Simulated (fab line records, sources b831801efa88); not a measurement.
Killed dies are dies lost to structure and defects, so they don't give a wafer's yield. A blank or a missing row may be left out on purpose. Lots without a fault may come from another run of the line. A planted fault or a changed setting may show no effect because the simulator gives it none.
Which tool did it? | flow gf180mcu | 14 lots, 42 wafers sampled, at 4 steps of a route of 602

WHAT THE GAUGES READ, wafer by wafer
GF_VT_IMPLANT_TW_MEAS_10. Usual: VT_IMPLANT_TW 563, standard deviation 6.
lot  | measured     | on            | VT_IMPLANT_TW | flag
L211 | day 5 17:59  | film_metro-02 | 562 558 565   |
L212 | day 6 01:47  | film_metro-04 | 554 551 553   |
L213 | day 6 07:55  | film_metro-01 | 568 566 567   |
L214 | day 6 13:44  | film_metro-01 | 568 569 568   |
L217 | day 7 14:33  | film_metro-02 | 671 670 674   | OFF
L218 | day 7 14:46  | film_metro-01 | 565 567 567   |
L219 | day 7 22:01  | film_metro-01 | 675 674 673   | OFF
L223 | day 9 05:28  | film_metro-04 | 551 549 552   |
L224 | day 9 11:56  | film_metro-01 | 567 571 571   |
L225 | day 9 17:08  | film_metro-01 | 571 568 570   |
L230 | day 10 18:32 | film_metro-04 | 555 555 554   |
L231 | day 10 21:35 | film_metro-04 | 553 550 549   |
L232 | day 11 05:15 | film_metro-01 | 567 563 566   |
L233 | day 11 12:10 | film_metro-01 | 565 564 565   |

GF_HV_LDD_CD_MEAS_31: target cd 400 nm. Usual: cd_nm 400.2 nm, standard deviation 2.
lot  | measured     | on        | cd_nm (nm)        | flag
L211 | day 11 15:59 | cd_sem-01 | 402.7 400.0 400.9 |
L212 | day 11 23:44 | cd_sem-02 | 404.1 402.0 400.8 |
L213 | day 12 06:50 | cd_sem-02 | 402.6 403.4 404.1 |
L214 | day 12 17:14 | cd_sem-02 | 400.7 403.1 401.4 |
L217 | day 13 23:02 | cd_sem-02 | 398.8 399.7 399.2 |
L218 | day 14 03:55 | cd_sem-02 | 399.5 400.6 400.6 |
L219 | day 14 09:06 | cd_sem-01 | 398.2 401.2 398.4 |
L223 | day 16 04:27 | cd_sem-01 | 399.8 399.0 399.6 |
L224 | day 16 09:04 | cd_sem-01 | 397.3 398.4 398.0 |
L225 | day 16 18:55 | cd_sem-02 | 396.3 394.9 397.9 |
L230 | day 18 00:56 | cd_sem-01 | 401.3 402.5 400.1 |
L231 | day 18 07:01 | cd_sem-02 | 400.3 398.8 400.0 |
L232 | day 18 16:29 | cd_sem-02 | 402.1 401.1 401.0 |
L233 | day 18 23:05 | cd_sem-02 | 399.1 400.4 402.1 |

GF_NSD_OVL_MEAS_08. Usual: NSD_OVL -0.7 nm, standard deviation 1.4.
lot  | measured     | on         | NSD_OVL (nm)   | flag
L211 | day 13 11:32 | overlay-02 | 1.4 0.5 1.3    |
L212 | day 13 20:11 | overlay-01 | -0.2 -1.5 -0.5 |
L213 | day 14 05:16 | overlay-01 | -2.7 -2.1 -1.5 |
L214 | day 14 14:04 | overlay-01 | 0.7 -1.0 -1.6  |
L217 | day 15 21:25 | overlay-01 | -0.3 -0.2 -0.3 |
L218 | day 16 03:04 | overlay-01 | -0.2 -0.3 -2.0 |
L219 | day 16 08:35 | overlay-02 | -2.0 -1.4 -1.3 |
L223 | day 18 07:13 | overlay-01 | -0.3 -0.4 0.9  |
L224 | day 18 11:16 | overlay-01 | -1.8 -0.6 0.7  |
L225 | day 18 22:16 | overlay-02 | 0.5 -1.3 -1.6  |
L230 | day 20 04:43 | overlay-02 | -1.2 0.8 -0.9  |
L231 | day 20 10:04 | overlay-02 | 1.1 1.0 0.3    |
L232 | day 20 20:40 | overlay-02 | 0.8 -1.7 -0.4  |
L233 | day 21 02:52 | overlay-02 | -2.5 -1.4 -2.7 |

WHICH TOOL RAN EACH LOT (tool, then ch and the chambers of the sampled wafers, then the start)
lot  | GF_VT_IMPLANT_IMPLANT_08
L211 | implanter-04 ch 0, day 5 17:45
L212 | implanter-02 ch 0, day 6 01:32
L213 | implanter-04 ch 0, day 6 07:42
L214 | implanter-02 ch 0, day 6 13:30
L217 | implanter-02 ch 0, day 7 14:19
L218 | implanter-04 ch 0, day 7 14:33
L219 | implanter-02 ch 0, day 7 21:48
L223 | implanter-04 ch 0, day 9 05:14
L224 | implanter-03 ch 0, day 9 11:42
L225 | implanter-04 ch 0, day 9 16:53
L230 | implanter-03 ch 0, day 10 18:17
L231 | implanter-03 ch 0, day 10 21:21
L232 | implanter-04 ch 0, day 11 05:02
L233 | implanter-03 ch 0, day 11 11:56
- GF_VT_IMPLANT_IMPLANT_08

WHAT THE TOOLS THEMSELVES READ (means of the sampled wafers that have a number; where no wafer has one, the mark that the record gives instead)
GF_VT_IMPLANT_IMPLANT_08. Usual: dose_ions_cm2 8.29e+12, standard deviation 9.2e+09; faraday_current_uA 46.9, standard deviation 0.98.
lot  | tool         | dose_ions_cm2 | faraday_current_uA | flag
L211 | implanter-04 | 8.29e+12      | 48.3               |
L212 | implanter-02 | 8.30e+12      | 47.2               |
L213 | implanter-04 | 8.28e+12      | 46.8               |
L214 | implanter-02 | 8.30e+12      | 47.1               |
L217 | implanter-02 | 1.43e+13      | 79.7               | OFF
L218 | implanter-04 | 8.29e+12      | 46.6               |
L219 | implanter-02 | 1.43e+13      | 80.9               | OFF
L223 | implanter-04 | 8.29e+12      | 47.2               |
L224 | implanter-03 | 8.29e+12      | 48.0               |
L225 | implanter-04 | 8.29e+12      | 47.2               |
L230 | implanter-03 | 8.28e+12      | 47.0               |
L231 | implanter-03 | 8.30e+12      | 46.7               |
L232 | implanter-04 | 8.29e+12      | 47.0               |
L233 | implanter-03 | 8.29e+12      | 47.5               |

THE ANSWER, worked out from the rows above alone
Rule: a lot is off if the mean of its wafers that have a number lies more than 3 standard deviations from the usual mean. A lot without any number at a reading at which 4 lots or more have one is off too. The other lots that the step has rows for count as sound. The gauges are gone through in route order, then the tools' own readings, and for those a lot's mean is taken as printed above. The first step at which some lot is off is used, and at that step the reading that is off furthest; a lot without a number counts as furthest.
Off: L217, L219, at GF_VT_IMPLANT_TW_MEAS_10 (VT_IMPLANT_TW).
A tool fits if, at a process step before that reading, it ran every lot that is off, and no sound lot after the first of them. The gauges at GF_VT_IMPLANT_TW_MEAS_10 aren't tried: what is off there is off at GF_VT_IMPLANT_IMPLANT_08 too, on other tools, and a gauge's error can't cause that. One fits: implanter-02 at GF_VT_IMPLANT_IMPLANT_08. Its last sound lot is L214 (day 6 13:30), its first lot that is off L217 (day 7 14:19): a fault that began between those two fits.
The tool's own readings at GF_VT_IMPLANT_IMPLANT_08 bear it out: on the lots that are off they differ by more than 5 times the standard deviation of the sound lots' means. dose_ions_cm2 reads 1.43e+13 there against 8.29e+12 on the sound lots; faraday_current_uA reads 80.3 there against 47.2 on the sound lots.

WHAT THE SIMULATOR HAD PUT IN
Process parameter drift: implanter-02, from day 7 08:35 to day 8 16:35, at GF_VT_IMPLANT_IMPLANT_08. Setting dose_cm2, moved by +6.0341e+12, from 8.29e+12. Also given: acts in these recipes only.
Lots struck among those shown: L217, L219. The rule above found the same.
